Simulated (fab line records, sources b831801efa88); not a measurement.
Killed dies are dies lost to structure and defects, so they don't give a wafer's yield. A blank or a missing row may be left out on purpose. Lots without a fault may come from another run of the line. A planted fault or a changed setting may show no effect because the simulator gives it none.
Chamber matching | flow sky130 | SKY_VIA1_CMP_02 on cmp-02: 4 sister chambers
The step polishes SiO2. 36 wafers are shown with their chamber, then 12 later ones without.

WAFERS WITH THEIR CHAMBER
wafer  | chamber | motor_current_A (A)
L076.1 | 3       | 11.7
L076.3 | 1       | 11.2
L076.4 | 0       | 10.4
L076.2 | 2       | 12.3
L076.5 | 3       | 10.9
L076.6 | 0       | 10.8
L078.1 | 3       | 11.4
L078.2 | 0       | 10.3
L078.6 | 3       | 11.4
L081.1 | 2       | 11.8
L081.3 | 1       | 11.1
L081.6 | 3       | 11.0
L082.3 | 1       | 11.2
L082.4 | 2       | 11.4
L082.6 | 1       | 10.6
L084.1 | 1       | 10.8
L084.2 | 3       | 11.3
L084.3 | 0       | 10.5
L088.2 | 1       | 11.7
L088.4 | 3       | 11.0
L088.6 | 0       | 10.5
L085.1 | 0       | 10.4
L085.2 | 3       | 10.7
L085.5 | 0       | 10.4
L086.4 | 0       | 10.5
L086.5 | 2       | 12.4
L086.6 | 3       | 11.3
L089.1 | 3       | 11.7
L089.2 | 2       | 11.3
L089.6 | 0       | 10.1
L093.1 | 1       | 11.0
L093.2 | 2       | 11.7
L093.6 | 2       | 12.1
L094.3 | 0       | 10.1
L094.5 | 1       | 10.5
L094.6 | 0       | 10.3

SIGNATURES (means of the wafers above)
reading         | chamber 0 | chamber 1 | chamber 2 | chamber 3 | scatter within a chamber
motor_current_A | 10.391    | 11.012    | 11.857    | 11.240    | 0.332
Rule: a wafer's distance from a chamber is the root of the sum, over the readings, of the square of ((its reading less the chamber's mean) divided by the reading's scatter). The wafer belongs to the nearest chamber; if the next one is less than 2 further off, it can't be placed. The scatter: the root of (the sum of the squares of (reading less its chamber's mean) over the shown wafers, divided by (wafers less chambers)).

WAFERS WITHOUT THEIR CHAMBER
wafer  | motor_current_A (A)
L094.1 | 11.1
L094.2 | 11.2
L094.4 | 11.2
L095.1 | 11.0
L095.2 | 11.3
L095.5 | 10.9
L096.3 | 10.7
L096.5 | 10.3
L096.6 | 11.1
L097.2 | 10.9
L097.4 | 11.2
L097.5 | 11.7

WHICH CHAMBER EACH WENT THROUGH
wafer  | from the rows above          | in truth
L094.1 | can't be placed: 1 or 3 or 0 | 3
L094.2 | can't be placed: 3 or 1 or 2 | 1
L094.4 | can't be placed: 3 or 1 or 2 | 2
L095.1 | can't be placed: 1 or 3 or 0 | 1
L095.2 | can't be placed: 3 or 1 or 2 | 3
L095.5 | can't be placed: 1 or 3 or 0 | 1
L096.3 | can't be placed: 0 or 1 or 3 | 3
L096.5 | can't be placed: 0 or 1      | 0
L096.6 | can't be placed: 1 or 3 or 0 | 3
L097.2 | can't be placed: 1 or 3 or 0 | 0
L097.4 | can't be placed: 3 or 1 or 2 | 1
L097.5 | can't be placed: 2 or 3 or 1 | 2
Placed correctly: 0 of 12. Can't be placed from these rows: 12 (the true chamber is among the candidates in 12). Placed wrongly: 0.
